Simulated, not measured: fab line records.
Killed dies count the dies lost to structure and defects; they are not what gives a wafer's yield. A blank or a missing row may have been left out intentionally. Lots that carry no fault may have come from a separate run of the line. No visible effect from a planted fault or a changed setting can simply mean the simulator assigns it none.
fab line records | flow sky130
[record] lots = 24 wafers = 72 last_day = 50
route steps=708 shown SONOS_ONO@185 CONTACT@433 METAL2@484 VIA2@530 CAP2M@606
lots that met no fault: taken from a fault-free run of the same line
start_h: the number of hours between the record's first day and the start of the first shown wafer of the lot | wait_h: time in hours since the lot's previous step | " as in the row above | L1.1+2: a single row standing in for several wafers | - no value, or no start given | * or withheld: withheld | < > ~ a bound
route shown NAME@n: a module of which the file shows steps, and the number in the route of the first | usual: mean and standard deviation over wafers with no fault | same: alike in all rows | chamber/n: place in a boat | sites: the reading at each site | _std_site: the standard deviation of these | _edge_site: inner sites' mean taken away from outer sites' mean | radius_mm: for every site, how far away it sits from the centre of the wafer | mask NAME#n: copy n | behind: the tool/chamber that last shaped the wafer | hold: what put the lot on hold/how long, in hours/how the hold closed | device: whichever transistor did not switch (one of n, p or np) | end of line: the route-end tests of the same wafers | step lacking rows: just its recipe | killed: dies that structure and defects cost at the first sort, which is not the same as the wafer's yield | map: a wafer's dies, x killed, . not, _ none there
set.NAME: setting as actually run; set.NAME@STEP: the setting as run at that earlier step | model.NAME: the simulator's own value behind a step, which no gauge read
a sample of lots followed through the steps of the route, with each step as a table and each wafer as a row
services: the hour from which a tool's chamber was out of use, counted from the record's first day as start_h (under 0 if before that day), plus the number of hours and why
[[steps]]
[step SKY_SONOS_ONO_STRIP_17]
[recipe] chemistry = O2/N2 power_w = 1400 pressure_mtorr = 1500 platen_temp_c = withheld o2_flow_sccm = 3000 n2_flow_sccm = 300 overash_fraction = 0.5
[usual] drypump_motor_current_A = 5.5/0.33 oes_product_au = 0.710/0.0045 strip_time_to_endpoint_s = 14.10/0.046
// columns lot.wafer tool chamber start_h wait_h drypump_motor_current_A oes_product_au rf_hours_counter_h strip_time_to_endpoint_s
L074.2 plasma_asher-02 0 279.02 0.0 5.9 0.706 62 14.03
L074.3 " 0 " " 6.0 0.704 - 14.10
L074.4 " 1 " " 5.0 0.708 - 14.05
L075.3 plasma_asher-02 0 283.01 0.0 5.9 0.716 - 14.11
L075.4 " 1 " " 5.0 0.715 - 14.13
L075.5 " 1 " " 5.0 0.698 - 14.14
L076.1 plasma_asher-03 0 292.86 0.0 5.4 0.707 18 14.05
L076.2 " 1 " " 5.5 0.714 18 14.03
L076.6 " 0 " " 5.4 0.712 - 14.03
L077.1 plasma_asher-02 1 296.98 0.0 5.0 0.708 64 14.08
L077.5 " 0 " " 6.0 0.716 - 14.11
L077.6 " 1 " " 5.0 0.704 - 14.07
L078.1 plasma_asher-02 1 304.32 0.0 5.0 0.714 65 14.06
L078.2 " 0 " " 6.0 0.705 65 14.06
L078.3 " 1 " " 5.0 0.709 - 14.11
L079.2 plasma_asher-02 0 344.88 0.0 6.0 0.698 69 14.07
L079.5 " 1 " " 5.0 0.709 - 14.10
L079.6 " 0 " " 6.0 0.707 - 14.06
L082.2 plasma_asher-03 0 349.97 0.0 5.4 0.713 21 14.14
L082.5 " 1 " " 5.5 0.707 - 14.15
L082.6 " 0 " " 5.4 0.714 - 14.18
L081.1 plasma_asher-02 0 351.03 0.0 6.0 0.709 70 14.10
L081.3 " 1 " " 5.0 0.719 - 14.12
L081.4 " 0 " " 6.0 0.717 - 14.10
L080.1 plasma_asher-03 0 351.18 0.0 5.4 0.705 21 14.09
L080.3 " 1 " " 5.5 0.714 - 14.12
L080.4 " 0 " " 5.4 0.711 - 14.11
L084.1 plasma_asher-03 0 360.03 0.0 5.4 0.705 22 14.17
L084.3 " 0 " " 5.4 0.712 - 14.16
L084.6 " 1 " " 5.5 0.711 - 14.17
L083.1 plasma_asher-03 0 364.27 0.0 5.4 0.716 22 14.05
L083.3 " 1 " " 5.5 0.717 - 14.08
L083.6 " 1 " " 5.5 0.708 - 14.08
L085.4 plasma_asher-03 0 376.51 0.0 5.4 0.705 - 13.97
L085.5 " 0 " " 5.4 0.698 - 14.01
L085.6 " 1 " " 5.5 0.711 - 14.03
L086.1 plasma_asher-03 1 379.28 0.0 5.5 0.706 24 14.10
L086.2 " 0 " " 5.4 0.709 24 14.13
L086.6 " 1 " " 5.5 0.711 - 14.13
L087.2 plasma_asher-04 1 382.53 0.0 5.8 0.717 65 14.15
L087.4 " 0 " " 5.8 0.706 - 14.06
L087.5 " 0 " " 5.8 0.709 - 14.14
L088.1 plasma_asher-02 0 405.57 0.0 6.0 0.710 71 14.07
L088.4 " 1 " " 5.0 0.713 - 14.05
L088.5 " 0 " " 6.0 0.711 - 14.08
L089.2 plasma_asher-04 1 422.16 0.0 5.8 0.715 69 14.11
L089.5 " 0 " " 5.8 0.708 - 14.08
L089.6 " 1 " " 5.8 0.710 - 14.05
L092.3 plasma_asher-03 1 438.06 0.0 5.5 0.704 - 14.11
L092.4 " 0 " " 5.4 0.714 - 14.09
L092.5 " 1 " " 5.5 0.705 - 14.10
L090.1 plasma_asher-03 0 439.43 0.0 5.4 0.710 32 14.11
L090.5 " 1 " " 5.5 0.707 - 14.14
L090.6 " 0 " " 5.4 0.707 - 14.07
L091.1 plasma_asher-04 0 439.62 0.0 5.8 0.717 71 14.11
L091.3 " 0 " " 5.8 0.709 - 14.12
L091.5 " 1 " " 5.8 0.707 - 14.11
L093.2 plasma_asher-03 1 458.76 0.0 5.5 0.717 33 14.17
L093.3 " 0 " " 5.4 0.716 - 14.13
L093.4 " 1 " " 5.5 0.712 - 14.10
L094.1 plasma_asher-04 0 467.42 0.0 5.9 0.721 74 14.10
L094.4 " 1 " " 5.8 0.703 - 14.08
L094.5 " 1 " " 5.8 0.711 - 14.11
L095.3 plasma_asher-02 1 471.66 0.0 5.0 0.710 - 14.10
L095.4 " 0 " " 6.0 0.711 - 14.13
L095.5 " 0 " " 6.0 0.709 - 14.10
L096.1 plasma_asher-04 0 472.87 0.0 5.8 0.711 74 14.19
L096.3 " 1 " " 5.8 0.708 - 14.21
L096.5 " 1 " " 5.8 0.707 - 14.20
L097.1 plasma_asher-02 1 477.37 0.0 5.0 0.712 5 14.07
L097.2 " 0 " " 6.0 0.706 5 14.07
L097.3 " 1 " " 5.0 0.716 - 14.02
[step SKY_CONTACT_CMP_27]
[recipe] stop_on = SiO2 t_overpolish_s = 15 down_force_psi = 3.5 platen_rpm = 60 target_thk_nm = 0 pad_velocity_m_s = 0.94248
[usual] motor_current_A = 10.7/0.82 overpolish_run_s = 14.999/0.0086 retaining_ring_pressure_frac = 1.000/0.005 slurry_filter_dp_kPa = 13.50/0.14 time_to_endpoint_s = 81.4/3
// columns lot.wafer tool chamber start_h wait_h motor_current_A overpolish_run_s retaining_ring_pressure_frac slurry_filter_dp_kPa time_to_endpoint_s
L074.2 cmp-01 2 727.69 0.0 11.2 14.998 0.995 13.67 84.0
L074.3 " 3 " " 10.2 15.002 0.998 13.49 85.0
L074.4 " 1 " " 10.1 15.003 0.992 13.56 85.8
L075.3 cmp-02 2 739.51 0.1 10.5 14.996 0.995 13.33 84.3
L075.4 " 3 " " 10.4 14.992 1.003 13.57 82.3
L075.5 " 1 " " 10.1 14.993 0.993 13.42 79.8
L076.2 cmp-02 1 745.64 0.0 10.4 15.009 0.998 13.51 76.6
L076.1 " 3 " " 10.2 14.992 1.006 13.51 82.1
L076.6 " 2 " " 11.2 14.988 1.000 13.57 79.6
L077.1 cmp-02 2 750.93 0.5 10.9 14.997 1.005 13.44 82.6
L077.5 " 1 " " 10.4 15.012 0.999 13.52 77.4
L077.6 " 2 " " 10.4 14.991 1.002 13.33 83.2
L078.1 cmp-01 0 757.95 0.1 11.8 15.004 0.993 13.59 79.3
L078.3 " 1 " " 9.6 14.996 0.999 13.34 80.0
L078.2 " 2 " " 12.7 14.975 0.990 13.59 80.1
L079.2 cmp-02 3 801.94 0.0 10.8 15.005 0.998 13.55 84.2
L079.6 " 3 " " 10.8 15.001 0.999 13.73 85.4
L079.5 " 0 " " 10.6 15.003 0.990 13.63 81.7
L080.4 cmp-01 0 803.86 0.0 11.8 15.003 1.002 13.54 75.6
L080.1 " 2 " " 12.5 15.000 1.002 13.47 78.2
L080.3 " 3 " " 10.0 15.005 0.993 13.57 78.6
L081.3 cmp-02 3 804.74 0.0 10.3 15.001 0.996 13.84 82.3
L081.1 " 0 " " 10.2 14.997 0.998 13.68 83.8
L081.4 " 1 " " 10.4 15.012 1.000 13.51 81.1
L082.2 cmp-01 3 807.33 0.1 10.7 15.000 0.996 13.47 79.7
L082.5 " 2 " " 12.5 14.997 0.999 13.55 76.1
L082.6 " 3 " " 10.2 15.002 0.998 13.57 78.3
L084.1 cmp-02 3 810.74 0.1 11.1 14.998 1.004 13.71 83.2
L084.3 " 1 " " 10.1 14.997 0.999 13.45 83.6
L084.6 " 0 " " 10.8 14.996 1.005 13.44 81.6
L083.1 cmp-01 0 814.29 0.1 12.4 14.991 0.986 13.80 78.7
L083.3 " 1 " " 10.1 14.998 1.014 13.50 84.4
L083.6 " 1 " " 10.1 15.002 1.007 13.55 83.1
L086.2 cmp-02 2 826.84 0.1 11.1 14.986 1.003 13.62 85.3
L086.1 " 3 " " 10.6 15.012 1.007 13.44 78.3
L086.6 " 1 " " 9.9 15.017 0.998 13.44 81.5
L085.4 cmp-02 1 834.10 0.0 10.1 14.988 0.998 13.44 76.7
L085.6 " 1 " " 9.5 14.987 0.995 13.66 75.8
L085.5 " 2 " " 10.7 14.993 0.995 13.55 79.4
L087.2 cmp-02 2 836.00 0.1 11.1 15.003 1.005 13.63 81.8
L087.4 " 3 " " 10.3 15.002 0.997 13.44 75.9
L087.5 " 2 " " 11.2 15.011 1.004 13.89 81.9
L088.4 cmp-01 1 852.72 0.0 10.5 14.993 1.005 13.45 82.3
L088.1 " 2 " " 12.7 15.006 1.003 13.26 80.2
L088.5 " 1 " " 9.5 14.997 1.004 13.47 83.2
L089.2 cmp-02 1 875.24 0.1 9.9 15.006 0.995 13.25 77.3
L089.5 " 3 " " 11.0 14.987 1.006 13.42 79.6
L089.6 " 0 " " 10.8 15.020 1.001 13.44 79.0
L092.3 cmp-02 0 887.09 0.1 10.3 15.005 1.006 13.53 81.5
L092.4 " 2 " " 11.4 14.999 1.001 13.42 86.0
L092.5 " 3 " " 10.1 15.003 1.005 13.42 85.6
L091.3 cmp-02 0 888.15 0.0 10.8 14.993 0.995 13.41 82.0
L091.1 " 1 " " 10.5 15.012 1.000 13.42 82.4
L091.5 " 0 " " 11.1 14.999 1.004 13.48 83.2
L090.1 cmp-01 2 888.42 0.1 13.0 14.989 0.999 13.68 81.2
L090.5 " 1 " " 10.2 14.991 1.002 13.36 86.0
L090.6 " 2 " " 12.5 15.002 1.001 13.30 81.5
L093.4 cmp-01 1 899.29 0.0 9.7 15.000 0.998 13.51 82.7
L093.2 " 2 " " 12.3 15.004 0.995 13.46 82.8
L093.3 " 0 " " 11.6 15.013 0.996 13.72 81.3
L094.4 cmp-02 3 904.24 0.0 10.6 15.002 1.003 13.33 82.9
L094.1 " 1 " " 9.6 15.003 1.000 13.38 79.9
L094.5 " 0 " " 11.0 14.996 0.990 13.47 83.1
L095.4 cmp-02 0 912.49 0.1 10.1 15.012 1.009 13.68 85.8
L095.3 " 1 " " 9.7 15.012 0.998 13.45 82.1
L095.5 " 3 " " 10.4 14.992 1.007 13.58 81.0
L096.1 cmp-02 0 912.85 0.1 10.7 14.987 1.000 13.57 81.8
L096.3 " 2 " " 11.0 14.991 1.003 13.27 85.1
L096.5 " 1 " " 9.9 14.997 0.998 13.63 78.8
L097.3 cmp-01 0 932.61 0.0 12.1 14.996 1.008 13.23 83.0
L097.2 " 1 " " 9.6 14.996 0.988 13.57 88.8
L097.1 " 2 " " 12.2 14.988 0.998 13.49 85.1
[step SKY_METAL2_SPUTTER_01]
[recipe] material = TiN target_thk_nm = 20 power_w = 6500 time_s = 16.7 chamber_pressure_pa = 0.4
[usual] throttle_valve_pct = 29.6/0.88
[same] time_s = 16.7
// columns lot.wafer tool chamber start_h wait_h throttle_valve_pct
L074.2 pvd_sputter-02 - 784.13 0.0 29.6
L074.3 " - " " 29.2
L074.4 " - " " 29.1
L075.3 pvd_sputter-01 - 796.00 0.0 30.7
L075.4 " - " " 29.8
L075.5 " - " " 29.2
L076.1 pvd_sputter-02 - 802.04 0.0 29.1
L076.2 " - " " 30.2
L076.6 " - " " 29.4
L077.1 pvd_sputter-02 - 808.53 0.0 29.6
L077.5 " - " " 29.2
L077.6 " - " " 30.4
L078.1 pvd_sputter-01 - 814.87 0.0 30.6
L078.2 " - " " 29.4
L078.3 " - " " 29.7
L079.2 pvd_sputter-01 - 858.65 0.0 28.9
L079.5 " - " " 29.4
L079.6 " - " " 30.8
L080.1 pvd_sputter-02 - 859.32 0.0 30.3
L080.3 " - " " 29.2
L080.4 " - " " 29.2
L081.1 pvd_sputter-01 - 860.42 0.0 30.7
L081.3 " - " " 29.6
L081.4 " - " " 29.3
L082.2 pvd_sputter-04 - 862.80 0.0 30.8
L082.5 " - " " 30.2
L082.6 " - " " 29.9
L084.1 pvd_sputter-04 - 864.97 0.0 27.1
L084.3 " - " " 29.8
L084.6 " - " " 30.7
L083.1 pvd_sputter-02 - 870.17 0.0 29.6
L083.3 " - " " 29.4
L083.6 " - " " 29.2
L086.1 pvd_sputter-04 - 882.12 0.0 30.4
L086.2 " - " " 29.7
L086.6 " - " " 30.9
L085.4 pvd_sputter-02 - 888.77 0.0 29.5
L085.5 " - " " 30.1
L085.6 " - " " 29.3
L087.2 pvd_sputter-04 - 890.80 0.0 30.2
L087.4 " - " " 29.9
L087.5 " - " " 30.9
L088.1 pvd_sputter-04 - 907.25 0.0 30.9
L088.4 " - " " 30.2
L088.5 " - " " 30.4
L089.2 pvd_sputter-02 - 929.10 0.0 30.2
L089.5 " - " " 29.5
L089.6 " - " " 30.2
L092.3 pvd_sputter-02 - 940.59 0.0 29.6
L092.4 " - " " 29.2
L092.5 " - " " 30.1
L091.1 pvd_sputter-02 - 941.24 0.0 29.2
L091.3 " - " " 29.5
L091.5 " - " " 29.4
L090.1 pvd_sputter-01 - 941.60 0.0 30.7
L090.5 " - " " 29.2
L090.6 " - " " 30.5
L093.2 pvd_sputter-04 - 952.85 0.0 27.3
L093.3 " - " " 30.2
L093.4 " - " " 30.0
L094.1 pvd_sputter-02 - 956.18 0.0 29.3
L094.4 " - " " 29.0
L094.5 " - " " 29.2
L095.3 pvd_sputter-04 - 965.04 0.0 30.0
L095.4 " - " " 30.7
L095.5 " - " " 27.1
L096.1 pvd_sputter-02 - 965.52 0.0 29.2
L096.3 " - " " 29.4
L096.5 " - " " 29.4
L097.1 pvd_sputter-04 - 984.70 0.0 30.1
L097.2 " - " " 30.2
L097.3 " - " " 30.7
[step SKY_METAL2_DESCUM_17]
[recipe] chemistry = O2 source_power_w = 150 bias_power_w = 0 pressure_mtorr = 10 temp_c = 40 time_s = 8
[usual] drypump_motor_current_A = 5.3/0.35 oes_product_au = 1.003/0.009
[same] time_s = 8
// columns lot.wafer tool chamber start_h wait_h drypump_motor_current_A oes_product_au rf_hours_counter_h
L074.2 rie_metal-01 0 811.43 0.0 5.3 1.014 8
L074.3 " 0 " " 5.3 1.013 -
L074.4 " 1 " " 5.7 0.998 -
L075.3 rie_metal-01 1 822.29 0.0 5.7 0.999 -
L075.4 " 0 " " 5.3 1.014 -
L075.5 " 0 " " 5.3 1.016 -
L076.1 rie_metal-01 1 828.37 0.0 5.7 1.004 16
L076.2 " 0 " " 5.3 1.020 8
L076.6 " 1 " " 5.7 0.992 -
L077.1 rie_metal-01 0 835.05 0.0 5.3 1.016 9
L077.5 " 0 " " 5.3 1.012 -
L077.6 " 0 " " 5.3 1.007 -
L078.1 rie_metal-01 0 841.92 0.0 5.3 1.013 9
L078.2 " 0 " " 5.3 1.010 -
L078.3 " 0 " " 5.3 1.018 -
L079.2 rie_metal-03 1 884.50 0.0 6.3 1.020 1
L079.5 " 0 " " 5.4 1.008 -
L079.6 " 1 " " 6.3 1.009 -
L080.1 rie_metal-01 1 885.58 0.0 5.7 1.000 1
L080.3 " 0 " " 5.3 1.011 -
L080.4 " 1 " " 5.7 0.990 -
L081.1 rie_metal-02 0 886.17 0.0 4.9 1.001 3
L081.3 " 1 " " 5.1 0.992 -
L081.4 " 0 " " 4.9 1.007 -
L082.2 rie_metal-01 1 888.45 0.0 5.7 0.995 1
L082.5 " 0 " " 5.3 1.010 -
L082.6 " 1 " " 5.7 0.996 -
L084.1 rie_metal-02 1 890.63 0.0 5.1 0.998 3
L084.3 " 0 " " 4.9 1.009 -
L084.6 " 1 " " 5.1 0.990 -
L083.1 rie_metal-02 1 896.33 0.0 5.1 1.000 4
L083.3 " 1 " " 5.1 1.002 -
L083.6 " 0 " " 4.9 0.994 -
L086.1 rie_metal-03 1 908.40 0.0 6.3 1.003 2
L086.2 " 0 " " 5.4 0.999 6
L086.6 " 1 " " 6.3 1.008 -
L085.4 rie_metal-02 0 915.13 0.0 4.9 1.009 -
L085.5 " 0 " " 4.9 1.005 -
L085.6 " 1 " " 5.1 1.001 -
L087.2 rie_metal-01 0 915.98 0.0 5.3 1.015 12
L087.4 " 1 " " 5.7 0.993 -
L087.5 " 0 " " 5.3 1.011 -
L088.1 rie_metal-01 0 932.92 0.0 5.3 1.006 13
L088.4 " 0 " " 5.3 1.000 -
L088.5 " 0 " " 5.3 1.019 -
L089.2 rie_metal-02 0 953.07 0.0 4.9 1.008 6
L089.5 " 1 " " 5.1 1.001 -
L089.6 " 0 " " 4.9 1.008 -
L092.3 rie_metal-02 1 964.72 0.0 5.1 1.009 -
L092.4 " 0 " " 4.8 1.004 -
L092.5 " 0 " " 4.9 0.999 -
L091.1 rie_metal-02 0 965.72 0.0 4.9 1.003 8
L091.3 " 0 " " 4.9 0.989 -
L091.5 " 1 " " 5.0 1.001 -
L090.1 rie_metal-01 1 966.01 0.0 5.7 0.997 4
L090.5 " 0 " " 5.3 1.015 -
L090.6 " 1 " " 5.7 0.993 -
L093.2 rie_metal-02 1 975.68 0.0 5.1 0.994 8
L093.3 " 1 " " 5.1 0.997 -
L093.4 " 0 " " 4.9 1.000 -
L094.1 rie_metal-01 0 980.46 0.0 5.3 1.003 14
L094.4 " 0 " " 5.3 1.003 -
L094.5 " 0 " " 5.3 1.002 -
L095.3 rie_metal-01 1 988.83 0.0 5.7 0.988 -
L095.4 " 0 " " 5.3 1.005 -
L095.5 " 1 " " 5.7 0.994 -
L096.1 rie_metal-02 0 989.17 0.0 4.9 1.006 9
L096.3 " 0 " " 4.9 0.997 -
L096.5 " 1 " " 5.1 1.003 -
L097.1 rie_metal-01 1 1007.76 0.0 5.7 0.979 6
L097.2 " 0 " " 5.3 1.004 15
L097.3 " 1 " " 5.7 0.983 -
[step SKY_VIA2_THK_MEAS_23]
[recipe] thk_meas_gauge = xrf reads = W_of_VIA2_CVD_21
[usual] VIA2_W_THK = 424/6.7
// columns lot.wafer tool chamber start_h wait_h VIA2_W_THK[nm]
L074.2 film_metro-01 - 839.89 0.1 419
L074.3 " - " " 416
L074.4 " - " " 426
L075.3 film_metro-03 - 849.95 0.1 431
L075.4 " - " " 428
L075.5 " - " " 434
L076.1 film_metro-04 - 856.17 0.1 426
L076.2 " - " " 419
L076.6 " - " " 423
L077.1 film_metro-04 - 863.12 0.1 419
L077.5 " - " " 419
L077.6 " - " " 422
L078.1 film_metro-01 - 870.19 0.1 418
L078.2 " - " " 422
L078.3 " - " " 418
L079.2 film_metro-03 - 912.52 0.1 434
L079.5 " - " " 432
L079.6 " - " " 430
L080.1 film_metro-04 - 913.37 0.1 416
L080.3 " - " " 422
L080.4 " - " " 415
L081.1 film_metro-01 - 913.89 0.1 433
L081.3 " - " " 429
L081.4 " - " " 432
L082.2 film_metro-03 - 916.56 0.1 428
L082.5 " - " " 419
L082.6 " - " " 426
L084.1 film_metro-01 - 918.37 0.1 432
L084.3 " - " " 435
L084.6 " - " " 425
L083.1 film_metro-01 - 923.51 0.1 434
L083.3 " - " " 429
L083.6 " - " " 428
L086.1 film_metro-03 - 935.28 0.1 427
L086.2 " - " " 433
L086.6 " - " " 433
L085.4 film_metro-03 - 941.80 0.1 413
L085.5 " - " " 419
L085.6 " - " " 422
L087.2 film_metro-03 - 942.47 0.1 420
L087.4 " - " " 423
L087.5 " - " " 416
L088.1 film_metro-03 - 960.18 0.1 422
L088.4 " - " " 427
L088.5 " - " " 422
L089.2 film_metro-04 - 978.75 0.1 416
L089.5 " - " " 423
L089.6 " - " " 421
L092.3 film_metro-03 - 991.08 0.1 430
L092.4 " - " " 421
L092.5 " - " " 425
L091.1 film_metro-03 - 991.82 0.1 430
L091.3 " - " " 426
L091.5 " - " " 438
L090.1 film_metro-01 - 992.44 0.1 431
L090.5 " - " " 432
L090.6 " - " " 429
L093.2 film_metro-03 - 1000.34 0.1 420
L093.3 " - " " 419
L093.4 " - " " 416
L094.1 film_metro-04 - 1004.73 0.1 418
L094.4 " - " " 417
L094.5 " - " " 420
L095.3 film_metro-03 - 1015.59 0.1 412
L095.4 " - " " 418
L095.5 " - " " 402
L096.1 film_metro-01 - 1015.89 0.1 429
L096.3 " - " " 430
L096.5 " - " " 432
L097.1 film_metro-04 - 1032.93 0.1 415
L097.2 " - " " 407
L097.3 " - " " 412
[step SKY_CAP2M_RS_MEAS_03]
[recipe] thk_meas_gauge = four-point-probe reads = TiN_of_CAP2M_SPUTTER_02
[usual] CAP2M_TIN_RS = 6.93/0.068
// columns lot.wafer tool chamber start_h wait_h CAP2M_TIN_RS[ohm/sq]
L074.2 film_metro-02 - 921.00 0.1 7.02
L074.3 " - " " 6.92
L074.4 " - " " 6.90
L075.3 film_metro-04 - 929.36 0.1 6.79
L075.4 " - " " 6.87
L075.5 " - " " 6.86
L076.1 film_metro-01 - 936.08 0.1 6.94
L076.2 " - " " 6.96
L076.6 " - " " 6.95
L077.1 film_metro-04 - 942.77 0.1 6.94
L077.5 " - " " 6.92
L077.6 " - " " 6.90
L078.1 film_metro-01 - 948.84 0.1 6.92
L078.2 " - " " 6.90
L078.3 " - " " 6.85
L079.2 film_metro-04 - 992.87 0.1 6.98
L079.5 " - " " 7.03
L079.6 " - " " 7.01
L081.1 film_metro-04 - 993.44 0.1 6.92
L081.3 " - " " 6.85
L081.4 " - " " 6.86
L080.1 film_metro-02 - 993.72 0.1 7.07
L080.3 " - " " 6.95
L080.4 " - " " 7.03
L082.2 film_metro-02 - 994.96 0.1 6.95
L082.5 " - " " 6.89
L082.6 " - " " 7.06
L084.1 film_metro-02 - 995.82 0.1 7.07
L084.3 " - " " 7.11
L084.6 " - " " 7.03
L083.1 film_metro-01 - 999.94 0.1 6.86
L083.3 " - " " 6.81
L083.6 " - " " 6.85
L086.1 film_metro-01 - 1012.72 0.1 6.92
L086.2 " - " " 6.91
L086.6 " - " " 6.88
L085.4 film_metro-01 - 1018.24 0.1 6.86
L085.5 " - " " 6.89
L085.6 " - " " 6.90
L087.2 film_metro-04 - 1018.89 0.1 6.93
L087.4 " - " " 6.93
L087.5 " - " " 6.99
L088.1 film_metro-02 - 1034.16 0.1 6.92
L088.4 " - " " 6.90
L088.5 " - " " 6.97
L089.2 film_metro-04 - 1048.54 0.1 6.87
L089.5 " - " " 6.88
L089.6 " - " " 6.93
L092.3 film_metro-02 - 1063.65 0.1 6.93
L092.4 " - " " 6.87
L092.5 " - " " 6.96
L091.1 film_metro-04 - 1065.32 0.1 7.01
L091.3 " - " " 6.98
L091.5 " - " " 6.88
L090.1 film_metro-04 - 1065.78 0.1 7.00
L090.5 " - " " 7.01
L090.6 " - " " 6.97
L093.2 film_metro-02 - 1072.20 0.1 7.02
L093.3 " - " " 7.04
L093.4 " - " " 7.02
L094.1 film_metro-04 - 1074.48 0.1 6.93
L094.4 " - " " 6.85
L094.5 " - " " 6.91
L095.3 film_metro-02 - 1085.15 0.1 6.90
L095.4 " - " " 6.85
L095.5 " - " " 6.93
L096.1 film_metro-02 - 1086.30 0.1 6.82
L096.3 " - " " 6.90
L096.5 " - " " 6.97
L097.1 film_metro-02 - 1099.96 0.1 6.85
L097.2 " - " " 6.86
L097.3 " - " " 6.86
[[services]]
// columns tool chamber start_h hours kind
cmp-02 - 299.81 4.0 pm
plasma_asher-03 - 312.71 21.4 repair
cmp-02 - 361.41 4.6 pm
rie_metal-01 0 380.90 9.1 repair
pvd_sputter-02 - 510.04 1.5 repair
pvd_sputter-02 - 534.95 1.1 repair
rie_metal-01 0 558.00 16.8 repair
cmp-02 - 578.87 4.0 pm
cmp-02 - 641.47 1.4 repair
cmp-02 - 674.40 0.5 repair
rie_metal-01 - 693.45 2.8 pm
pvd_sputter-02 - 714.69 1.1 repair
cmp-02 - 730.48 7.9 pm
rie_metal-01 1 730.92 9.9 repair
rie_metal-01 1 762.45 35.1 repair
pvd_sputter-02 - 850.07 1.9 repair
cmp-02 - 895.34 0.5 repair
cmp-02 - 918.87 4.0 pm
rie_metal-01 - 934.53 28.1 pm
pvd_sputter-02 - 952.47 1.6 repair
cmp-02 - 956.10 3.6 pm
cmp-02 - 983.60 8.9 pm
rie_metal-01 - 993.61 0.2 repair
rie_metal-01 - 1003.69 1.4 pm
[[key]]
fault none
